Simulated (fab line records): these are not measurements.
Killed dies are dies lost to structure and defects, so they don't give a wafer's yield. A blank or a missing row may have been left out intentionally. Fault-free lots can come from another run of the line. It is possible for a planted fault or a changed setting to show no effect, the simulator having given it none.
fab line records	flow sky130
record lots=13	wafers=39	last-day=50
route steps=708 shown NWELL@78 VT_ADJUST_HVTP@95
lots that met no fault: from a run of the same line without faults
start-h: hours from the record's opening day to when the first of the lot's shown wafers began	wait-h: how many hours have passed since the lot's step before this one	" identical to the entry in the row above	L1.1+2: a single row standing in for several wafers	- either no value or no given start	* or withheld: withheld	< > ~ a bound
route shown NAME@n: NAME is a module with steps in the file, n the number in the route of the first one	usual: average and standard deviation across the fault-free wafers	same: alike in all rows	chamber/n: place in a boat	sites: readings site by site	_std_site: how widely they spread, as a standard deviation	_edge_site: inner sites' mean taken away from outer sites' mean	radius-mm: for every site, how far away it sits from the centre of the wafer	mask NAME#n: copy n	behind: tool/chamber where the wafer was last shaped	hold: what put the lot on hold/how long, in hours/how the hold closed	device: whichever transistor did not switch (one of n, p or np)	end of line: the tests these same wafers got at the end of their route	step lacking rows: just its recipe	killed: dies lost to structure and defects at the first sort, not the wafer's yield	map: per-die view of a wafer (x killed, . not killed, _ where there is no die)
set.NAME: the setting as run; set.NAME@STEP: as run at that earlier step	model.NAME: the simulator's own value behind a step, which no gauge read
one table for each step of the route and one row for each wafer, over a sample of lots
services: from which hour (start-h, from the record's first day; less than 0 if before it) a tool's chamber was out of use, for how many hours, and why
## steps
# step SKY_NWELL_STRIP_25
# recipe chemistry=O2/N2	power-w=1400	pressure-mtorr=1500	platen-temp-c=withheld	o2-flow-sccm=3000	n2-flow-sccm=300	overash-fraction=0.5
# usual drypump-motor-current-A=5.8/0.5	o2-flow-sccm=3000/9.8	oes-product-au=0.722/0.0041	strip-time-to-endpoint-s=36.94/0.1
lot.wafer	tool	chamber	start-h	wait-h	drypump-motor-current-A	o2-flow-sccm	oes-product-au	rf-hours-counter-h	strip-time-to-endpoint-s
L860.1	plasma-asher-02	0	100.38	0.1	5.9	3015	0.715	42	36.97
L860.4	"	0	"	"	5.9	3016	0.720	-	36.80
L860.6	"	0	"	"	5.9	2996	0.718	-	37.00
L861.1	plasma-asher-01	1	108.78	0.1	6.3	2997	0.722	43	36.86
L861.3	"	0	"	"	4.9	3002	0.719	-	36.81
L861.4	"	1	"	"	6.2	2996	0.725	-	36.84
L863.1	plasma-asher-01	1	121.20	0.1	6.2	3001	0.732	45	36.91
L863.3	"	1	"	"	6.3	2989	0.719	-	36.87
L863.6	"	0	"	"	4.9	3015	0.717	-	36.87
L864.1	plasma-asher-01	1	124.95	0.1	6.3	3012	0.722	45	37.05
L864.3	"	0	"	"	4.9	2997	0.725	-	37.02
L864.5	"	0	"	"	4.9	3016	0.721	-	37.04
L867.2	plasma-asher-02	1	142.48	0.1	5.5	3000	0.720	2	36.87
L867.4	"	1	"	"	5.5	3011	0.731	-	37.00
L867.5	"	0	"	"	5.9	3015	0.719	-	36.85
L869.3	plasma-asher-03	1	156.64	0.1	5.7	2998	0.723	-	36.76
L869.5	"	1	"	"	5.7	2984	0.721	-	36.98
L869.6	"	0	"	"	6.3	2996	0.716	-	36.74
L871.1	plasma-asher-01	0	169.18	0.1	4.9	2985	0.722	49	36.97
L871.3	"	1	"	"	6.3	2993	0.722	-	36.81
L871.6	"	1	"	"	6.2	3006	0.719	-	36.87
L872.2	plasma-asher-03	1	174.63	0.1	5.7	2999	0.725	48	36.87
L872.3	"	0	"	"	6.3	2974	0.728	-	36.92
L872.5	"	1	"	"	5.7	3001	0.721	-	36.95
L873.1	plasma-asher-01	1	180.48	0.1	6.3	2987	0.719	51	36.89
L873.2	"	0	"	"	4.9	2998	0.722	51	37.00
L873.4	"	0	"	"	4.9	2995	0.724	-	37.06
L876.2	plasma-asher-02	0	197.90	0.1	5.9	2986	0.719	6	37.13
L876.4	"	1	"	"	5.5	3002	0.727	-	37.04
L876.5	"	0	"	"	5.9	2990	0.720	-	36.95
L877.1	plasma-asher-03	1	204.53	0.1	5.7	2997	0.718	51	37.07
L877.3	"	0	"	"	6.4	2996	0.720	-	37.12
L877.6	"	1	"	"	5.7	3004	0.716	-	37.13
L879.1	plasma-asher-01	0	221.13	0.1	4.9	2977	0.928	55	-
L879.2	"	1	"	"	6.2	2991	0.921	55	-
L879.5	"	0	"	"	4.9	2990	0.921	-	-
L883.1	plasma-asher-03	1	259.98	0.1	5.8	2988	0.724	56	36.95
L883.2	"	0	"	"	6.3	2993	0.727	56	36.94
L883.4	"	1	"	"	5.8	2993	0.731	-	36.98
# step SKY_VT_ADJUST_HVTP_STRIP_10
# recipe chemistry=O2/N2	power-w=1400	pressure-mtorr=1500	platen-temp-c=withheld	o2-flow-sccm=3000	n2-flow-sccm=300	overash-fraction=0.5
# usual drypump-motor-current-A=5.8/0.56	o2-flow-sccm=2999/9.9	oes-product-au=0.715/0.0051	strip-time-to-endpoint-s=14.18/0.034
lot.wafer	tool	chamber	start-h	wait-h	drypump-motor-current-A	o2-flow-sccm	oes-product-au	rf-hours-counter-h	strip-time-to-endpoint-s
L860.1	plasma-asher-02	1	119.85	0.1	5.5	3016	0.711	0	14.21
L860.4	"	0	"	"	5.9	2995	0.729	-	14.16
L860.6	"	1	"	"	5.5	3013	0.716	-	14.18
L861.1	plasma-asher-02	0	128.00	0.1	5.9	3021	0.715	1	14.19
L861.3	"	1	"	"	5.5	2984	0.712	-	14.17
L861.4	"	0	"	"	5.9	3004	0.710	-	14.18
L863.1	plasma-asher-04	0	140.60	0.1	6.6	3012	0.723	33	14.15
L863.3	"	0	"	"	6.6	3016	0.717	-	14.13
L863.6	"	0	"	"	6.6	3009	0.719	-	14.17
L864.1	plasma-asher-01	1	144.20	0.1	6.3	2984	0.709	47	14.24
L864.3	"	0	"	"	4.9	2992	0.709	-	14.22
L864.5	"	0	"	"	4.9	3004	0.713	-	14.21
L867.2	plasma-asher-04	1	162.72	0.1	5.8	2995	0.719	35	14.19
L867.4	"	1	"	"	5.7	3001	0.713	-	14.22
L867.5	"	1	"	"	5.8	2998	0.715	-	14.14
L869.3	plasma-asher-01	1	176.66	0.1	6.3	3003	0.710	-	14.15
L869.5	"	0	"	"	4.9	2989	0.717	-	14.22
L869.6	"	1	"	"	6.3	2997	0.714	-	14.18
L871.1	plasma-asher-02	0	189.97	0.1	5.9	3005	0.723	5	14.10
L871.3	"	1	"	"	5.5	3013	0.717	-	14.12
L871.6	"	0	"	"	5.9	2994	0.722	-	14.12
L872.2	plasma-asher-04	1	195.27	0.1	5.8	2994	0.723	39	14.18
L872.3	"	0	"	"	6.6	3001	0.718	-	14.16
L872.5	"	1	"	"	5.8	3007	0.714	-	14.14
L873.1	plasma-asher-01	1	200.47	0.1	6.3	2991	0.716	53	14.15
L873.2	"	0	"	"	4.9	3009	0.720	53	14.20
L873.4	"	0	"	"	4.9	2991	0.709	-	14.19
L876.2	plasma-asher-04	1	220.95	0.1	5.8	2999	0.708	41	14.15
L876.4	"	0	"	"	6.6	2990	0.722	-	14.16
L876.5	"	1	"	"	5.8	2995	0.711	-	14.14
L877.1	plasma-asher-01	1	227.70	0.1	6.3	3011	0.707	56	14.20
L877.3	"	0	"	"	4.9	3008	0.715	-	14.21
L877.6	"	0	"	"	4.9	2990	0.718	-	14.16
L879.1	plasma-asher-04	0	245.42	0.1	6.6	3005	0.727	44	39.97
L879.2	"	1	"	"	5.7	3012	0.731	44	39.96
L879.5	"	0	"	"	6.6	3007	0.726	-	39.95
L883.1	plasma-asher-01	1	285.10	0.1	6.3	3019	0.714	61	14.15
L883.2	"	0	"	"	4.9	2990	0.716	61	14.15
L883.4	"	1	"	"	6.3	3006	0.726	-	14.18
# step SKY_VT_ADJUST_HVTP_TW_MEAS_11
# usual VT_ADJUST_HVTP_TW=1355/17
lot.wafer	tool	chamber	start-h	wait-h	VT_ADJUST_HVTP_TW
L860.1	film-metro-03	-	119.95	0.1	1371
L860.4	"	-	"	"	1372
L860.6	"	-	"	"	1391
L861.1	film-metro-04	-	128.10	0.1	1371
L861.3	"	-	"	"	1374
L861.4	"	-	"	"	1373
L863.1	film-metro-04	-	140.70	0.1	1385
L863.3	"	-	"	"	1372
L863.6	"	-	"	"	1369
L864.1	film-metro-04	-	144.30	0.1	1362
L864.3	"	-	"	"	1356
L864.5	"	-	"	"	1358
L867.2	film-metro-01	-	162.83	0.1	1330
L867.4	"	-	"	"	1337
L867.5	"	-	"	"	1323
L869.3	film-metro-03	-	176.74	0.1	1368
L869.5	"	-	"	"	1375
L869.6	"	-	"	"	1375
L871.1	film-metro-01	-	190.07	0.1	1333
L871.3	"	-	"	"	1340
L871.6	"	-	"	"	1337
L872.2	film-metro-04	-	195.38	0.1	1362
L872.3	"	-	"	"	1364
L872.5	"	-	"	"	1363
L873.1	film-metro-01	-	200.57	0.1	1341
L873.2	"	-	"	"	1338
L873.4	"	-	"	"	1342
L876.2	film-metro-01	-	221.06	0.1	1342
L876.4	"	-	"	"	1337
L876.5	"	-	"	"	1333
L877.1	film-metro-01	-	227.80	0.1	1334
L877.3	"	-	"	"	1335
L877.6	"	-	"	"	1336
L879.1	film-metro-01	-	245.52	0.1	30
L879.2	"	-	"	"	30
L879.5	"	-	"	"	29
L883.1	film-metro-04	-	285.20	0.1	1366
L883.2	"	-	"	"	1366
L883.4	"	-	"	"	1367
## services
tool	chamber	start-h	hours	kind
plasma-asher-04	-	78.26	2.8	repair
plasma-asher-03	-	86.43	1.5	repair
plasma-asher-02	-	108.75	9.0	pm
plasma-asher-02	0	108.75	9.0	vent-cycle
plasma-asher-02	1	108.75	9.0	vent-cycle
plasma-asher-02	0	117.75	-	clean
plasma-asher-02	1	117.75	-	clean
plasma-asher-02	-	126.35	1.6	repair
plasma-asher-03	-	139.55	0.5	repair
plasma-asher-01	-	155.11	2.7	repair
plasma-asher-02	-	174.10	14.6	pm
plasma-asher-04	-	189.10	0.4	repair
plasma-asher-03	-	195.35	0.7	repair
plasma-asher-03	-	270.16	0.9	repair
plasma-asher-01	-	271.65	1.9	repair
## key
first-sign step=SKY_NWELL_STRIP_25	reading=oes-product-au	direction=up	sigmas=49	usual=0.722	struck=0.924
effect step=SKY_VT_ADJUST_HVTP_STRIP_10	reading=strip-time-to-endpoint-s	direction=up	sigmas=99+	usual=*	struck=*
effect step=SKY_VT_ADJUST_HVTP_TW_MEAS_11	reading=VT_ADJUST_HVTP_TW	direction=down	sigmas=77	usual=1355	struck=30
met-at SKY_NWELL_STRIP_25
struck-lots L879
sort-left-out L879.1,L879.2,L879.5
tester-left-out L879
onset-between 180.48 221.13
fault kind=strip-aborted	tool=plasma-asher-01	chamber=-	onset-h=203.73	steps=SKY_NWELL_STRIP_25	offset=0.79487	end-h=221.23
# tester-left-out: of these lots the tester's yield and bins aren't shown, on N5 and GAA mostly nor the transistor test; their killed dies are dies lost to structure and defects alone, not to doping, threshold or leakage, so they don't give the yield
# sort-left-out: the simulated sort isn't trusted on such a fault, so these wafers' sort isn't shown, and their yield isn't known
